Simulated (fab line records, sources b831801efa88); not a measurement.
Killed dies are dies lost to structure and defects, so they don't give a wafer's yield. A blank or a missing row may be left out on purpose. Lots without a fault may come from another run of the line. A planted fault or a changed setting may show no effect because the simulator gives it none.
A struck lot beside a sound one | flow sky130 | 43 steps out of a route of 708
Sound: wafers L497.2, L497.4, L497.6. Struck: wafers L509.1, L509.2, L509.4. The cause comes at the end.
At each step with rows: each side's tool, then ch and its chambers, then its first start. Under that, the readings that differ: sound wafers | struck wafers | difference of the means | sigmas: that difference in standard deviations of wafers without a fault.
alike: readings whose means differ by less than 2 such deviations, and words and numbers that are the same on both sides. not compared: withheld readings, readings that some wafer has no value for, bounds like >300 that may hide the same value, and numbers for which the record gives no deviation and whose values overlap.
The two part at a step that has a row with sigmas, a row that says differs or no value, or rows on one side only. Numbers that don't overlap but have no deviation are shown without sigmas and don't part them. A reading that every wafer of one side lacks parts them only if that side has two wafers or more.

first, 3 steps without rows for these wafers: SKY_FIELD_ISO_EXPOSE_10 (exposes mask FOM, target cd 150 nm); SKY_FIELD_ISO_PEB_11; SKY_FIELD_ISO_DEVELOP_12 (develop time 60 s).
SKY_FIELD_ISO_CD_MEAS_13: target cd 150 nm.
  sound on cd_sem-01, day 2 15:22; struck on cd_sem-02, day 5 05:14
  alike: cd_nm
then, 1 step without rows for these wafers: SKY_FIELD_ISO_ETCH_14 (etches BARC in N2/H2, stops on SiO2, time 45.9 s, target depth 60 nm).
SKY_FIELD_ISO_ETCH_15: etches the open film in CHF3/O2, stops on Si, target depth 180 nm, time 72 s.
  sound on rie_diel-04 ch 0,1,3, day 2 15:30; struck on rie_diel-01 ch 0,2,3, day 5 05:24
  alike: drypump_motor_current_A, oes_product_au, throttle_valve_pct
  not compared: rf_hours_counter_h
SKY_FIELD_ISO_STRIP_16: strips in O2/N2.
  sound on plasma_asher-04 ch 0,1, day 2 15:34; struck on plasma_asher-04 ch 0,1, day 5 05:28
  alike: drypump_motor_current_A, oes_product_au, strip_time_to_endpoint_s
  not compared: rf_hours_counter_h
SKY_FIELD_ISO_ETCH_17: etches Si in HBr/Cl2/O2, target depth 342 nm, time 97.7 s.
  sound on rie_si-02 ch 0,2, day 2 15:40; struck on rie_si-01 ch 0,2,3, day 5 05:34
  alike: drypump_motor_current_A, oes_product_au, throttle_valve_pct
  not compared: rf_hours_counter_h
then, 4 steps without rows for these wafers: SKY_FIELD_ISO_WET_ETCH_18 (etches Si3N4 in H3PO4, target depth 25 nm, time 286 s); SKY_FIELD_ISO_CLEAN_19 (cleans in SC1/SC2, time 150 s); SKY_FIELD_ISO_CLEAN_20 (cleans in dHF, time 20 s); SKY_FIELD_ISO_WET_ETCH_21 (etches SiO2 in dHF, target depth 20 nm, time 400 s).
SKY_FIELD_ISO_OXIDATION_22: stabilise 600 s, purge 300 s, target thk 10 nm.
  sound on furnace-02 ch 0, day 2 17:43; struck on furnace-02 ch 0, day 5 05:58
  reading              | sound             | struck            | difference | sigmas
  spike_tc_upper_C (C) | 948.9 948.5 949.2 | 952.2 951.3 950.5 | +2.5       | +2
  alike: spike_tc_lower_C
SKY_FIELD_ISO_THK_MEAS_23:
  sound on film_metro-01, day 2 18:54; struck on film_metro-01, day 5 07:08
  alike: FIELD_ISO_OXIDATION_01_THK
then, 1 step without rows for these wafers: SKY_FIELD_ISO_CVD_24 (deposits SiO2, target thk 595 nm, time 99.2 s).
SKY_FIELD_ISO_THK_MEAS_25:
  sound on film_metro-01, day 2 19:02; struck on film_metro-04, day 5 07:16
  alike: FIELD_ISO_CVD_24_THK
then, 1 step without rows for these wafers: SKY_FIELD_ISO_ANNEAL_26 (time 1800 s).
SKY_FIELD_ISO_CMP_27: polishes, stops on Si3N4, t overpolish 16 s, target thk 457.8 nm.
  sound on cmp-02 ch 1,2,3, day 2 23:21; struck on cmp-02 ch 0,2,3, day 5 08:49
  alike: motor_current_A, overpolish_run_s, time_to_endpoint_s
then, 5 steps without rows for these wafers: SKY_FIELD_ISO_WET_ETCH_28 (etches SiO2 in dHF, target depth 23.7 nm, time 47 s); SKY_FIELD_ISO_WET_ETCH_29 (etches Si3N4 in H3PO4, target depth 160 nm, time 1825 s); SKY_FIELD_ISO_WET_ETCH_30 (etches SiO2 in dHF, target depth 25 nm, time 50 s); SKY_NWELL_CLEAN_00 (cleans in SC1/SC2, time 150 s); SKY_NWELL_OXIDATION_01 (stabilise 600 s, purge 300 s, target thk 10 nm).
SKY_NWELL_THK_MEAS_02:
  sound on film_metro-01, day 3 03:20; struck on film_metro-02, day 5 15:06
  reading                  | sound             | struck         | difference | sigmas
  NWELL_OXIDATION_THK (nm) | 10.25 10.22 10.13 | 9.77 9.83 9.86 | -0.38      | -2
then, 8 steps without rows for these wafers: SKY_DNWELL_DEHYDRATE_00 (time 60 s); SKY_DNWELL_HMDS_01 (prime time 60 s); SKY_DNWELL_COAT_02 (resist thk 3000 nm); SKY_DNWELL_SOFTBAKE_03; SKY_DNWELL_EXPOSE_04 (exposes mask DNM, target cd 3000 nm); SKY_DNWELL_PEB_05; SKY_DNWELL_DEVELOP_06 (develop time 60 s); SKY_DNWELL_IMPLANT_07.
SKY_DNWELL_STRIP_08: strips in O2/N2.
  sound on plasma_asher-04 ch 1, day 3 19:14; struck on plasma_asher-02 ch 0,1, day 6 09:26
  alike: drypump_motor_current_A, oes_product_au, strip_time_to_endpoint_s
  not compared: rf_hours_counter_h
SKY_DNWELL_TW_MEAS_09:
  sound on film_metro-03, day 3 19:21; struck on film_metro-02, day 6 09:32
  alike: DNWELL_TW
then, 7 steps without rows for these wafers: SKY_PWDE_DEHYDRATE_00 (time 60 s); SKY_PWDE_HMDS_01 (prime time 60 s); SKY_PWDE_COAT_02 (resist thk 3000 nm); SKY_PWDE_SOFTBAKE_03; SKY_PWDE_EXPOSE_04 (exposes mask PWDEM, target cd 840 nm); SKY_PWDE_PEB_05; SKY_PWDE_DEVELOP_06 (develop time 60 s).
SKY_PWDE_OVL_MEAS_07:
  sound on overlay-02, day 4 12:42; struck on overlay-02, day 7 03:47
  alike: PWDE_OVL
-- the record jumps here: 42 days lie between the struck wafers' starts before and after (it left off in module PWDE and takes up again in module PAD_OPEN, whose first step shown is number 708 of the route) --
SKY_PAD_OPEN_PROBE_99:
  sound on prober-02, day 45 23:46; struck on prober-01, day 48 16:19
  reading             | sound    | struck      | difference | sigmas
  killed_at_front_end | 20 33 16 | 164 152 172 | +140       | +31
  killed_dies         | 97 92 85 | 211 215 233 | +128       | +14
  killed_on_rim       | 17 19 13 | 38 49 40    | +26        | +7
  alike: killed_at_M0_to_M3, killed_at_M4_up, killed_at_contacts, killed_at_other, killed_open, killed_short

WHERE THEY PART
First at SKY_FIELD_ISO_OXIDATION_22; last, within this record, at SKY_PAD_OPEN_PROBE_99.

WHY: what the simulator had put in
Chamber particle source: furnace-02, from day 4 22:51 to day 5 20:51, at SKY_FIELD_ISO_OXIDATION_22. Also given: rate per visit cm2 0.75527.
